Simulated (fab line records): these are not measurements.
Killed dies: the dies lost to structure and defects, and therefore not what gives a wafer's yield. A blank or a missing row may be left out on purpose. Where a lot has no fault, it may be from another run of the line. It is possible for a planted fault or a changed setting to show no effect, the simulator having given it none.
fab line records / flow sky130
[record] lots = 7 wafers = 21 lastDay = 49
route steps=708 shown PWDE@55 NWELL@56
lots untouched by any fault: they come from a run of this same line in which no faults occurred
startH: the number of hours between the record's first day and the start of the first shown wafer of the lot / waitH: how many hours have passed since the lot's step before this one / " repeats the value in the row above / L1.1+2: a single row standing in for several wafers / - no value, or no start given / * or withheld: withheld / < > ~ a bound
route shown NAME@n: NAME is a module with steps in the file, n the number in the route of the first one / usual: mean and standard deviation over wafers with no fault / same: alike in all rows / chamber/n: place in a boat / sites: the reading at each site / _std_site: how widely they spread, as a standard deviation / _edge_site: mean of outer sites minus mean of inner sites / radiusMm: how far each site lies from the wafer's centre / mask NAME#n: copy n / behind: tool/chamber where the wafer was last shaped / hold: reason for holding the lot/hours on hold/outcome of the hold / device: which transistor (n, p or np) failed to switch / end of line: tests of these same wafers at the route's end / a step without rows: its recipe alone / killed: at the first sort, the dies lost to defects and structure; wafer yield is something else / map: a wafer's dies, marking killed ones x, the rest . and places with no die _
set.NAME: the setting as run; set.NAME@STEP: as run at that earlier step / model.NAME: the simulator's own value behind a step, which no gauge read
lots at some steps of the route; a table a step, a row a wafer
services: from which hour (startH, from the record's first day; less than 0 if before it) a tool's chamber was out of use, for how many hours, and why
[[steps]]
[step SKY_PWDE_TW_MEAS_10]
[usual] PWDE_TW = 371.7/2
lot.wafer=L266.1 tool=filmMetro-04 chamber=- startH=74.99 waitH=0.1 PWDE_TW=373.1
lot.wafer=L266.2 tool=filmMetro-04 chamber=- startH=74.99 waitH=0.1 PWDE_TW=373.3
lot.wafer=L266.6 tool=filmMetro-04 chamber=- startH=74.99 waitH=0.1 PWDE_TW=371.9
lot.wafer=L271.3 tool=filmMetro-04 chamber=- startH=107.42 waitH=0.1 PWDE_TW=370.4
lot.wafer=L271.4 tool=filmMetro-04 chamber=- startH=107.42 waitH=0.1 PWDE_TW=371.9
lot.wafer=L271.6 tool=filmMetro-04 chamber=- startH=107.42 waitH=0.1 PWDE_TW=371.6
lot.wafer=L272.2 tool=filmMetro-02 chamber=- startH=126.51 waitH=0.1 PWDE_TW=374.7
lot.wafer=L272.3 tool=filmMetro-02 chamber=- startH=126.51 waitH=0.1 PWDE_TW=373.5
lot.wafer=L272.5 tool=filmMetro-02 chamber=- startH=126.51 waitH=0.1 PWDE_TW=375.6
lot.wafer=L274.1 tool=filmMetro-04 chamber=- startH=128.15 waitH=0.1 PWDE_TW=368.4
lot.wafer=L274.4 tool=filmMetro-04 chamber=- startH=128.15 waitH=0.1 PWDE_TW=369.4
lot.wafer=L274.5 tool=filmMetro-04 chamber=- startH=128.15 waitH=0.1 PWDE_TW=368.1
lot.wafer=L279.1 tool=filmMetro-04 chamber=- startH=151.30 waitH=0.1 PWDE_TW=370.1
lot.wafer=L279.2 tool=filmMetro-04 chamber=- startH=151.30 waitH=0.1 PWDE_TW=370.0
lot.wafer=L279.3 tool=filmMetro-04 chamber=- startH=151.30 waitH=0.1 PWDE_TW=370.6
lot.wafer=L281.3 tool=filmMetro-04 chamber=- startH=163.16 waitH=0.1 PWDE_TW=367.3
lot.wafer=L281.4 tool=filmMetro-04 chamber=- startH=163.16 waitH=0.1 PWDE_TW=369.4
lot.wafer=L281.6 tool=filmMetro-04 chamber=- startH=163.16 waitH=0.1 PWDE_TW=370.8
lot.wafer=L284.1 tool=filmMetro-01 chamber=- startH=179.24 waitH=0.1 PWDE_TW=372.7
lot.wafer=L284.2 tool=filmMetro-01 chamber=- startH=179.24 waitH=0.1 PWDE_TW=373.7
lot.wafer=L284.5 tool=filmMetro-01 chamber=- startH=179.24 waitH=0.1 PWDE_TW=371.7
[step SKY_NWELL_DEHYDRATE_03]
[recipe] tempC = 200 timeS = 60
[step SKY_NWELL_HMDS_04]
[recipe] primeTimeS = 60 primeTempC = 120
[step SKY_NWELL_COAT_05]
[recipe] spinRpm = 2000 resistThkNm = 3000
[step SKY_NWELL_SOFTBAKE_06]
[recipe] tempC = 110 timeS = withheld
[step SKY_NWELL_EXPOSE_07]
[recipe] maskId = NWM na = 0.6 sourceShape = conventional sigmaOuter = 0.6 polarization = unpolarized targetCdNm = 840 doseMj = 255
[step SKY_NWELL_PEB_08]
[recipe] tempC = 115 timeS = withheld
[step SKY_NWELL_DEVELOP_09]
[recipe] wallAngleDeg = 90 developer = TMAH developTimeS = 60 devTempC = 23
[step SKY_NWELL_OVL_MEAS_10]
[usual] NWELL_00_OVL = -0.7/1.6
lot.wafer=L266.1 tool=overlay-02 chamber=- startH=92.71 waitH=- NWELL_00_OVL[nm]=-2.4
lot.wafer=L266.2 tool=overlay-02 chamber=- startH=92.71 waitH=- NWELL_00_OVL[nm]=-2.4
lot.wafer=L266.6 tool=overlay-02 chamber=- startH=92.71 waitH=- NWELL_00_OVL[nm]=-1.2
lot.wafer=L271.3 tool=overlay-01 chamber=- startH=125.27 waitH=- NWELL_00_OVL[nm]=0.6
lot.wafer=L271.4 tool=overlay-01 chamber=- startH=125.27 waitH=- NWELL_00_OVL[nm]=2.1
lot.wafer=L271.6 tool=overlay-01 chamber=- startH=125.27 waitH=- NWELL_00_OVL[nm]=1.3
lot.wafer=L272.2 tool=overlay-02 chamber=- startH=145.07 waitH=- NWELL_00_OVL[nm]=2.1
lot.wafer=L272.3 tool=overlay-02 chamber=- startH=145.07 waitH=- NWELL_00_OVL[nm]=-0.3
lot.wafer=L272.5 tool=overlay-02 chamber=- startH=145.07 waitH=- NWELL_00_OVL[nm]=1.4
lot.wafer=L274.1 tool=overlay-01 chamber=- startH=147.21 waitH=- NWELL_00_OVL[nm]=-1.9
lot.wafer=L274.4 tool=overlay-01 chamber=- startH=147.21 waitH=- NWELL_00_OVL[nm]=-2.4
lot.wafer=L274.5 tool=overlay-01 chamber=- startH=147.21 waitH=- NWELL_00_OVL[nm]=-2.9
lot.wafer=L279.1 tool=overlay-02 chamber=- startH=171.01 waitH=- NWELL_00_OVL[nm]=1.1
lot.wafer=L279.2 tool=overlay-02 chamber=- startH=171.01 waitH=- NWELL_00_OVL[nm]=0.8
lot.wafer=L279.3 tool=overlay-02 chamber=- startH=171.01 waitH=- NWELL_00_OVL[nm]=1.4
lot.wafer=L281.3 tool=overlay-02 chamber=- startH=183.17 waitH=- NWELL_00_OVL[nm]=-0.1
lot.wafer=L281.4 tool=overlay-02 chamber=- startH=183.17 waitH=- NWELL_00_OVL[nm]=-2.5
lot.wafer=L281.6 tool=overlay-02 chamber=- startH=183.17 waitH=- NWELL_00_OVL[nm]=-0.3
lot.wafer=L284.1 tool=overlay-02 chamber=- startH=200.06 waitH=- NWELL_00_OVL[nm]=0.7
lot.wafer=L284.2 tool=overlay-02 chamber=- startH=200.06 waitH=- NWELL_00_OVL[nm]=1.6
lot.wafer=L284.5 tool=overlay-02 chamber=- startH=200.06 waitH=- NWELL_00_OVL[nm]=0.2
[step SKY_NWELL_IMPLANT_11]
[recipe] species = P energyKev = 400 doseCm2 = 1.9e+13 tiltDeg = withheld
[step SKY_NWELL_IMPLANT_12]
[recipe] species = P energyKev = 120 doseCm2 = 1.3e+12 tiltDeg = withheld
[step SKY_NWELL_IMPLANT_13]
[recipe] species = P energyKev = 50 doseCm2 = 7e+11 tiltDeg = withheld
[step SKY_NWELL_STRIP_14]
[recipe] chemistry = O2/N2 powerW = 1400 pressureMtorr = 1500 platenTempC = withheld o2FlowSccm = 3000 n2FlowSccm = 300 overashFraction = 0.5
[usual] chamberPressureMTorr = 1499.9/1.4 drypumpMotorCurrentA = 5.6/0.44 oesProductAu = 0.723/0.005 stripTimeToEndpointS = 36.97/0.12
lot.wafer=L266.1 tool=plasmaAsher-04 chamber=0 startH=93.20 waitH=0.1 chamberPressureMTorr=1500.0 drypumpMotorCurrentA=5.2 oesProductAu=0.720 rfHoursCounterH=44 stripTimeToEndpointS=37.02 model.coat_of_NWELL_COAT_05.thkNm=0
lot.wafer=L266.2 tool=plasmaAsher-04 chamber=1 startH=93.20 waitH=0.1 chamberPressureMTorr=1499.1 drypumpMotorCurrentA=4.7 oesProductAu=0.726 rfHoursCounterH=44 stripTimeToEndpointS=36.95 model.coat_of_NWELL_COAT_05.thkNm=0
lot.wafer=L266.6 tool=plasmaAsher-04 chamber=1 startH=93.20 waitH=0.1 chamberPressureMTorr=1499.3 drypumpMotorCurrentA=4.7 oesProductAu=0.719 rfHoursCounterH=- stripTimeToEndpointS=37.03 model.coat_of_NWELL_COAT_05.thkNm=0
lot.wafer=L271.3 tool=plasmaAsher-04 chamber=1 startH=125.77 waitH=0.1 chamberPressureMTorr=- drypumpMotorCurrentA=- oesProductAu=- rfHoursCounterH=- stripTimeToEndpointS=- model.coat_of_NWELL_COAT_05.thkNm=2997
lot.wafer=L271.4 tool=plasmaAsher-04 chamber=0 startH=125.77 waitH=0.1 chamberPressureMTorr=- drypumpMotorCurrentA=- oesProductAu=- rfHoursCounterH=- stripTimeToEndpointS=- model.coat_of_NWELL_COAT_05.thkNm=2996
lot.wafer=L271.6 tool=plasmaAsher-04 chamber=1 startH=125.77 waitH=0.1 chamberPressureMTorr=- drypumpMotorCurrentA=- oesProductAu=- rfHoursCounterH=- stripTimeToEndpointS=- model.coat_of_NWELL_COAT_05.thkNm=2986
lot.wafer=L272.2 tool=plasmaAsher-01 chamber=1 startH=145.55 waitH=0.1 chamberPressureMTorr=- drypumpMotorCurrentA=- oesProductAu=- rfHoursCounterH=- stripTimeToEndpointS=- model.coat_of_NWELL_COAT_05.thkNm=3026
lot.wafer=L272.3 tool=plasmaAsher-01 chamber=0 startH=145.55 waitH=0.1 chamberPressureMTorr=- drypumpMotorCurrentA=- oesProductAu=- rfHoursCounterH=- stripTimeToEndpointS=- model.coat_of_NWELL_COAT_05.thkNm=3009
lot.wafer=L272.5 tool=plasmaAsher-01 chamber=1 startH=145.55 waitH=0.1 chamberPressureMTorr=- drypumpMotorCurrentA=- oesProductAu=- rfHoursCounterH=- stripTimeToEndpointS=- model.coat_of_NWELL_COAT_05.thkNm=3019
lot.wafer=L274.1 tool=plasmaAsher-01 chamber=1 startH=147.70 waitH=0.1 chamberPressureMTorr=- drypumpMotorCurrentA=- oesProductAu=- rfHoursCounterH=- stripTimeToEndpointS=- model.coat_of_NWELL_COAT_05.thkNm=3012
lot.wafer=L274.4 tool=plasmaAsher-01 chamber=0 startH=147.70 waitH=0.1 chamberPressureMTorr=- drypumpMotorCurrentA=- oesProductAu=- rfHoursCounterH=- stripTimeToEndpointS=- model.coat_of_NWELL_COAT_05.thkNm=3014
lot.wafer=L274.5 tool=plasmaAsher-01 chamber=0 startH=147.70 waitH=0.1 chamberPressureMTorr=- drypumpMotorCurrentA=- oesProductAu=- rfHoursCounterH=- stripTimeToEndpointS=- model.coat_of_NWELL_COAT_05.thkNm=3004
lot.wafer=L279.1 tool=plasmaAsher-03 chamber=0 startH=171.49 waitH=0.1 chamberPressureMTorr=1498.4 drypumpMotorCurrentA=6.1 oesProductAu=0.723 rfHoursCounterH=35 stripTimeToEndpointS=37.01 model.coat_of_NWELL_COAT_05.thkNm=0
lot.wafer=L279.2 tool=plasmaAsher-03 chamber=1 startH=171.49 waitH=0.1 chamberPressureMTorr=1500.6 drypumpMotorCurrentA=5.5 oesProductAu=0.721 rfHoursCounterH=35 stripTimeToEndpointS=36.97 model.coat_of_NWELL_COAT_05.thkNm=0
lot.wafer=L279.3 tool=plasmaAsher-03 chamber=1 startH=171.49 waitH=0.1 chamberPressureMTorr=1500.5 drypumpMotorCurrentA=5.5 oesProductAu=0.726 rfHoursCounterH=- stripTimeToEndpointS=37.05 model.coat_of_NWELL_COAT_05.thkNm=0
lot.wafer=L281.3 tool=plasmaAsher-04 chamber=0 startH=183.68 waitH=0.1 chamberPressureMTorr=1500.1 drypumpMotorCurrentA=5.2 oesProductAu=0.720 rfHoursCounterH=- stripTimeToEndpointS=37.17 model.coat_of_NWELL_COAT_05.thkNm=0
lot.wafer=L281.4 tool=plasmaAsher-04 chamber=1 startH=183.68 waitH=0.1 chamberPressureMTorr=1500.1 drypumpMotorCurrentA=4.7 oesProductAu=0.722 rfHoursCounterH=- stripTimeToEndpointS=37.01 model.coat_of_NWELL_COAT_05.thkNm=0
lot.wafer=L281.6 tool=plasmaAsher-04 chamber=0 startH=183.68 waitH=0.1 chamberPressureMTorr=1500.6 drypumpMotorCurrentA=5.2 oesProductAu=0.719 rfHoursCounterH=- stripTimeToEndpointS=37.04 model.coat_of_NWELL_COAT_05.thkNm=0
lot.wafer=L284.1 tool=plasmaAsher-01 chamber=0 startH=200.55 waitH=0.1 chamberPressureMTorr=1498.2 drypumpMotorCurrentA=5.4 oesProductAu=0.727 rfHoursCounterH=48 stripTimeToEndpointS=36.77 model.coat_of_NWELL_COAT_05.thkNm=0
lot.wafer=L284.2 tool=plasmaAsher-01 chamber=1 startH=200.55 waitH=0.1 chamberPressureMTorr=1498.1 drypumpMotorCurrentA=6.0 oesProductAu=0.724 rfHoursCounterH=48 stripTimeToEndpointS=36.84 model.coat_of_NWELL_COAT_05.thkNm=0
lot.wafer=L284.5 tool=plasmaAsher-01 chamber=1 startH=200.55 waitH=0.1 chamberPressureMTorr=1503.7 drypumpMotorCurrentA=6.0 oesProductAu=0.720 rfHoursCounterH=- stripTimeToEndpointS=36.83 model.coat_of_NWELL_COAT_05.thkNm=0
[step SKY_NWELL_TW_MEAS_15]
[usual] NWELL_TW = 1807/12
lot.wafer=L266.1 tool=filmMetro-01 chamber=- startH=93.30 waitH=0.1 NWELL_TW=1803
lot.wafer=L266.2 tool=filmMetro-01 chamber=- startH=93.30 waitH=0.1 NWELL_TW=1804
lot.wafer=L266.6 tool=filmMetro-01 chamber=- startH=93.30 waitH=0.1 NWELL_TW=1796
lot.wafer=L271.3 tool=filmMetro-01 chamber=- startH=125.86 waitH=0.1 NWELL_TW=1801
lot.wafer=L271.4 tool=filmMetro-01 chamber=- startH=125.86 waitH=0.1 NWELL_TW=1807
lot.wafer=L271.6 tool=filmMetro-01 chamber=- startH=125.86 waitH=0.1 NWELL_TW=1816
lot.wafer=L272.2 tool=filmMetro-04 chamber=- startH=145.66 waitH=0.1 NWELL_TW=1802
lot.wafer=L272.3 tool=filmMetro-04 chamber=- startH=145.66 waitH=0.1 NWELL_TW=1799
lot.wafer=L272.5 tool=filmMetro-04 chamber=- startH=145.66 waitH=0.1 NWELL_TW=1797
lot.wafer=L274.1 tool=filmMetro-02 chamber=- startH=147.80 waitH=0.1 NWELL_TW=1815
lot.wafer=L274.4 tool=filmMetro-02 chamber=- startH=147.80 waitH=0.1 NWELL_TW=1818
lot.wafer=L274.5 tool=filmMetro-02 chamber=- startH=147.80 waitH=0.1 NWELL_TW=1804
lot.wafer=L279.1 tool=filmMetro-04 chamber=- startH=171.59 waitH=0.1 NWELL_TW=1802
lot.wafer=L279.2 tool=filmMetro-04 chamber=- startH=171.59 waitH=0.1 NWELL_TW=1796
lot.wafer=L279.3 tool=filmMetro-04 chamber=- startH=171.59 waitH=0.1 NWELL_TW=1795
lot.wafer=L281.3 tool=filmMetro-02 chamber=- startH=183.77 waitH=0.1 NWELL_TW=1821
lot.wafer=L281.4 tool=filmMetro-02 chamber=- startH=183.77 waitH=0.1 NWELL_TW=1831
lot.wafer=L281.6 tool=filmMetro-02 chamber=- startH=183.77 waitH=0.1 NWELL_TW=1828
lot.wafer=L284.1 tool=filmMetro-04 chamber=- startH=200.65 waitH=0.1 NWELL_TW=1806
lot.wafer=L284.2 tool=filmMetro-04 chamber=- startH=200.65 waitH=0.1 NWELL_TW=1807
lot.wafer=L284.5 tool=filmMetro-04 chamber=- startH=200.65 waitH=0.1 NWELL_TW=1813
[step SKY_NWELL_DEHYDRATE_16]
[recipe] tempC = 200 timeS = 60
[step SKY_NWELL_HMDS_17]
[recipe] primeTimeS = 60 primeTempC = 120
[step SKY_NWELL_COAT_18]
[recipe] spinRpm = 2000 resistThkNm = 3000
[step SKY_NWELL_SOFTBAKE_19]
[recipe] tempC = 110 timeS = withheld
[step SKY_NWELL_EXPOSE_20]
[recipe] maskId = NWM_COMPLEMENT na = 0.6 sourceShape = conventional sigmaOuter = 0.6 polarization = unpolarized targetCdNm = 840 doseMj = 260
[step SKY_NWELL_PEB_21]
[recipe] tempC = 115 timeS = withheld
[step SKY_NWELL_DEVELOP_22]
[recipe] wallAngleDeg = 90 developer = TMAH developTimeS = 60 devTempC = 23
[step SKY_NWELL_OVL_MEAS_23]
[usual] NWELL_01_OVL = -0.6/1.4
lot.wafer=L266.1 tool=overlay-01 chamber=- startH=110.36 waitH=- NWELL_01_OVL[nm]=-1.0
lot.wafer=L266.2 tool=overlay-01 chamber=- startH=110.36 waitH=- NWELL_01_OVL[nm]=-0.7
lot.wafer=L266.6 tool=overlay-01 chamber=- startH=110.36 waitH=- NWELL_01_OVL[nm]=-1.6
lot.wafer=L271.3 tool=overlay-01 chamber=- startH=144.72 waitH=- NWELL_01_OVL[nm]=1.7
lot.wafer=L271.4 tool=overlay-01 chamber=- startH=144.72 waitH=- NWELL_01_OVL[nm]=1.0
lot.wafer=L271.6 tool=overlay-01 chamber=- startH=144.72 waitH=- NWELL_01_OVL[nm]=1.8
lot.wafer=L272.2 tool=overlay-02 chamber=- startH=165.42 waitH=- NWELL_01_OVL[nm]=0.8
lot.wafer=L272.3 tool=overlay-02 chamber=- startH=165.42 waitH=- NWELL_01_OVL[nm]=-1.2
lot.wafer=L272.5 tool=overlay-02 chamber=- startH=165.42 waitH=- NWELL_01_OVL[nm]=-1.9
lot.wafer=L274.1 tool=overlay-01 chamber=- startH=167.46 waitH=- NWELL_01_OVL[nm]=0.2
lot.wafer=L274.4 tool=overlay-01 chamber=- startH=167.46 waitH=- NWELL_01_OVL[nm]=-0.8
lot.wafer=L274.5 tool=overlay-01 chamber=- startH=167.46 waitH=- NWELL_01_OVL[nm]=0.3
lot.wafer=L279.1 tool=overlay-01 chamber=- startH=191.51 waitH=- NWELL_01_OVL[nm]=-0.7
lot.wafer=L279.2 tool=overlay-01 chamber=- startH=191.51 waitH=- NWELL_01_OVL[nm]=-1.4
lot.wafer=L279.3 tool=overlay-01 chamber=- startH=191.51 waitH=- NWELL_01_OVL[nm]=-1.8
lot.wafer=L281.3 tool=overlay-02 chamber=- startH=203.77 waitH=- NWELL_01_OVL[nm]=-3.8
lot.wafer=L281.4 tool=overlay-02 chamber=- startH=203.77 waitH=- NWELL_01_OVL[nm]=-0.7
lot.wafer=L281.6 tool=overlay-02 chamber=- startH=203.77 waitH=- NWELL_01_OVL[nm]=-1.1
lot.wafer=L284.1 tool=overlay-01 chamber=- startH=223.11 waitH=- NWELL_01_OVL[nm]=-2.0
lot.wafer=L284.2 tool=overlay-01 chamber=- startH=223.11 waitH=- NWELL_01_OVL[nm]=-1.4
lot.wafer=L284.5 tool=overlay-01 chamber=- startH=223.11 waitH=- NWELL_01_OVL[nm]=-1.6
[step SKY_NWELL_IMPLANT_24]
[recipe] species = B energyKev = 140 doseCm2 = 9.2e+12 tiltDeg = withheld
[step SKY_NWELL_STRIP_25]
[recipe] chemistry = O2/N2 powerW = 1400 pressureMtorr = 1500 platenTempC = withheld o2FlowSccm = 3000 n2FlowSccm = 300 overashFraction = 0.5
[usual] chamberPressureMTorr = 1500.1/1.3 drypumpMotorCurrentA = 5.6/0.42 oesProductAu = 0.723/0.0051 stripTimeToEndpointS = 36.90/0.1
lot.wafer=L266.1 tool=plasmaAsher-03 chamber=1 startH=110.55 waitH=0.1 chamberPressureMTorr=1500.8 drypumpMotorCurrentA=5.5 oesProductAu=0.725 rfHoursCounterH=28 stripTimeToEndpointS=36.87
lot.wafer=L266.2 tool=plasmaAsher-03 chamber=0 startH=110.55 waitH=0.1 chamberPressureMTorr=1501.3 drypumpMotorCurrentA=6.0 oesProductAu=0.719 rfHoursCounterH=28 stripTimeToEndpointS=36.87
lot.wafer=L266.6 tool=plasmaAsher-03 chamber=1 startH=110.55 waitH=0.1 chamberPressureMTorr=1498.8 drypumpMotorCurrentA=5.5 oesProductAu=0.729 rfHoursCounterH=- stripTimeToEndpointS=36.88
lot.wafer=L271.3 tool=plasmaAsher-03 chamber=1 startH=144.93 waitH=0.1 chamberPressureMTorr=1498.0 drypumpMotorCurrentA=5.5 oesProductAu=0.741 rfHoursCounterH=- stripTimeToEndpointS=81.26
lot.wafer=L271.4 tool=plasmaAsher-03 chamber=0 startH=144.93 waitH=0.1 chamberPressureMTorr=1498.7 drypumpMotorCurrentA=6.1 oesProductAu=0.737 rfHoursCounterH=- stripTimeToEndpointS=81.30
lot.wafer=L271.6 tool=plasmaAsher-03 chamber=1 startH=144.93 waitH=0.1 chamberPressureMTorr=1499.7 drypumpMotorCurrentA=5.6 oesProductAu=0.742 rfHoursCounterH=- stripTimeToEndpointS=81.17
lot.wafer=L272.2 tool=plasmaAsher-04 chamber=1 startH=165.60 waitH=0.1 chamberPressureMTorr=1500.2 drypumpMotorCurrentA=4.7 oesProductAu=0.743 rfHoursCounterH=6 stripTimeToEndpointS=81.60
lot.wafer=L272.3 tool=plasmaAsher-04 chamber=1 startH=165.60 waitH=0.1 chamberPressureMTorr=1501.3 drypumpMotorCurrentA=4.7 oesProductAu=0.742 rfHoursCounterH=- stripTimeToEndpointS=81.47
lot.wafer=L272.5 tool=plasmaAsher-04 chamber=0 startH=165.60 waitH=0.1 chamberPressureMTorr=1502.4 drypumpMotorCurrentA=5.2 oesProductAu=0.747 rfHoursCounterH=- stripTimeToEndpointS=81.48
lot.wafer=L274.1 tool=plasmaAsher-03 chamber=0 startH=167.65 waitH=0.1 chamberPressureMTorr=1501.6 drypumpMotorCurrentA=6.0 oesProductAu=0.746 rfHoursCounterH=35 stripTimeToEndpointS=81.48
lot.wafer=L274.4 tool=plasmaAsher-03 chamber=1 startH=167.65 waitH=0.1 chamberPressureMTorr=1503.0 drypumpMotorCurrentA=5.6 oesProductAu=0.745 rfHoursCounterH=- stripTimeToEndpointS=81.58
lot.wafer=L274.5 tool=plasmaAsher-03 chamber=0 startH=167.65 waitH=0.1 chamberPressureMTorr=1499.9 drypumpMotorCurrentA=6.1 oesProductAu=0.750 rfHoursCounterH=- stripTimeToEndpointS=81.40
lot.wafer=L279.1 tool=plasmaAsher-03 chamber=0 startH=191.69 waitH=0.1 chamberPressureMTorr=1500.4 drypumpMotorCurrentA=6.1 oesProductAu=0.725 rfHoursCounterH=38 stripTimeToEndpointS=36.73
lot.wafer=L279.2 tool=plasmaAsher-03 chamber=1 startH=191.69 waitH=0.1 chamberPressureMTorr=1499.9 drypumpMotorCurrentA=5.5 oesProductAu=0.718 rfHoursCounterH=38 stripTimeToEndpointS=36.82
lot.wafer=L279.3 tool=plasmaAsher-03 chamber=0 startH=191.69 waitH=0.1 chamberPressureMTorr=1498.9 drypumpMotorCurrentA=6.0 oesProductAu=0.717 rfHoursCounterH=- stripTimeToEndpointS=36.77
lot.wafer=L281.3 tool=plasmaAsher-01 chamber=0 startH=203.98 waitH=0.1 chamberPressureMTorr=1500.0 drypumpMotorCurrentA=5.4 oesProductAu=0.725 rfHoursCounterH=- stripTimeToEndpointS=36.78
lot.wafer=L281.4 tool=plasmaAsher-01 chamber=1 startH=203.98 waitH=0.1 chamberPressureMTorr=1502.5 drypumpMotorCurrentA=6.0 oesProductAu=0.725 rfHoursCounterH=- stripTimeToEndpointS=36.80
lot.wafer=L281.6 tool=plasmaAsher-01 chamber=1 startH=203.98 waitH=0.1 chamberPressureMTorr=1501.0 drypumpMotorCurrentA=6.0 oesProductAu=0.719 rfHoursCounterH=- stripTimeToEndpointS=36.72
lot.wafer=L284.1 tool=plasmaAsher-04 chamber=0 startH=223.30 waitH=0.1 chamberPressureMTorr=1501.5 drypumpMotorCurrentA=5.2 oesProductAu=0.722 rfHoursCounterH=11 stripTimeToEndpointS=36.85
lot.wafer=L284.2 tool=plasmaAsher-04 chamber=1 startH=223.30 waitH=0.1 chamberPressureMTorr=1498.2 drypumpMotorCurrentA=4.7 oesProductAu=0.719 rfHoursCounterH=11 stripTimeToEndpointS=36.89
lot.wafer=L284.5 tool=plasmaAsher-04 chamber=1 startH=223.30 waitH=0.1 chamberPressureMTorr=1500.1 drypumpMotorCurrentA=4.7 oesProductAu=0.723 rfHoursCounterH=- stripTimeToEndpointS=36.90
[step SKY_NWELL_TW_MEAS_26]
[usual] NWELL_2_TW = 494/3.1
lot.wafer=L266.1 tool=filmMetro-04 chamber=- startH=110.65 waitH=0.1 NWELL_2_TW=492
lot.wafer=L266.2 tool=filmMetro-04 chamber=- startH=110.65 waitH=0.1 NWELL_2_TW=494
lot.wafer=L266.6 tool=filmMetro-04 chamber=- startH=110.65 waitH=0.1 NWELL_2_TW=491
lot.wafer=L271.3 tool=filmMetro-01 chamber=- startH=145.02 waitH=0.1 NWELL_2_TW=30
lot.wafer=L271.4 tool=filmMetro-01 chamber=- startH=145.02 waitH=0.1 NWELL_2_TW=30
lot.wafer=L271.6 tool=filmMetro-01 chamber=- startH=145.02 waitH=0.1 NWELL_2_TW=30
lot.wafer=L272.2 tool=filmMetro-04 chamber=- startH=165.71 waitH=0.1 NWELL_2_TW=29
lot.wafer=L272.3 tool=filmMetro-04 chamber=- startH=165.71 waitH=0.1 NWELL_2_TW=30
lot.wafer=L272.5 tool=filmMetro-04 chamber=- startH=165.71 waitH=0.1 NWELL_2_TW=30
lot.wafer=L274.1 tool=filmMetro-04 chamber=- startH=167.75 waitH=0.1 NWELL_2_TW=30
lot.wafer=L274.4 tool=filmMetro-04 chamber=- startH=167.75 waitH=0.1 NWELL_2_TW=30
lot.wafer=L274.5 tool=filmMetro-04 chamber=- startH=167.75 waitH=0.1 NWELL_2_TW=30
lot.wafer=L279.1 tool=filmMetro-02 chamber=- startH=191.79 waitH=0.1 NWELL_2_TW=494
lot.wafer=L279.2 tool=filmMetro-02 chamber=- startH=191.79 waitH=0.1 NWELL_2_TW=497
lot.wafer=L279.3 tool=filmMetro-02 chamber=- startH=191.79 waitH=0.1 NWELL_2_TW=496
lot.wafer=L281.3 tool=filmMetro-02 chamber=- startH=204.07 waitH=0.1 NWELL_2_TW=501
lot.wafer=L281.4 tool=filmMetro-02 chamber=- startH=204.07 waitH=0.1 NWELL_2_TW=501
lot.wafer=L281.6 tool=filmMetro-02 chamber=- startH=204.07 waitH=0.1 NWELL_2_TW=503
lot.wafer=L284.1 tool=filmMetro-01 chamber=- startH=223.40 waitH=0.1 NWELL_2_TW=498
lot.wafer=L284.2 tool=filmMetro-01 chamber=- startH=223.40 waitH=0.1 NWELL_2_TW=496
lot.wafer=L284.5 tool=filmMetro-01 chamber=- startH=223.40 waitH=0.1 NWELL_2_TW=493
[step SKY_NWELL_CLEAN_27]
[recipe] chemistry = SC1/SC2 mix = 1:4:20 tempC = 70 timeS = 150 dry = n2Spin
[[services]]
tool=plasmaAsher-03 chamber=- startH=74.33 hours=4.3 kind=pm
tool=plasmaAsher-03 chamber=- startH=90.21 hours=12.5 kind=repair
tool=plasmaAsher-04 chamber=- startH=108.75 hours=9.0 kind=pm
tool=plasmaAsher-04 chamber=0 startH=108.75 hours=9.0 kind=ventCycle
tool=plasmaAsher-04 chamber=1 startH=108.75 hours=9.0 kind=ventCycle
tool=plasmaAsher-04 chamber=- startH=117.11 hours=0.5 kind=repair
tool=plasmaAsher-04 chamber=0 startH=117.75 hours=- kind=clean
tool=plasmaAsher-04 chamber=1 startH=117.75 hours=- kind=clean
tool=plasmaAsher-01 chamber=- startH=164.04 hours=0.8 kind=repair
[[key]]
[firstSign] step = SKY_NWELL_STRIP_14 reading = toolRecord direction = missing
[effect] step = SKY_NWELL_STRIP_25 reading = stripTimeToEndpointS direction = up sigmas = 99+ usual = * struck = *
[effect] step = SKY_NWELL_TW_MEAS_26 reading = NWELL_2_TW direction = down sigmas = 99+ usual = 494 struck = 30
[modelEffect] step = SKY_NWELL_STRIP_14 value = coat_of_NWELL_COAT_05.thkNm without = 0 struck = 3007
metAt SKY_NWELL_STRIP_14
struckWafers L271.3,L271.4,L271.6,L272.2,L272.3,L272.5,L274.1,L274.4,L274.5
sortLeftOut L271.3,L271.4,L271.6,L272.2,L272.3,L272.5,L274.1,L274.4,L274.5
testerLeftOut L271,L272,L274
onsetBetween 93.20 125.77
[fault] kind = skippedStepWhole tool = plasmaAsher-01,plasmaAsher-04 chamber = - onsetH = 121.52 steps = SKY_NWELL_STRIP_14 scope = struckLotsOnly
// testerLeftOut: of these lots the tester's yield and bins aren't shown, on N5 and GAA mostly nor the transistor test; their killed dies are dies lost to structure and defects alone, not to doping, threshold or leakage, so they don't give the yield
// sortLeftOut: the simulated sort isn't trusted on such a fault, so these wafers' sort isn't shown, and their yield isn't known
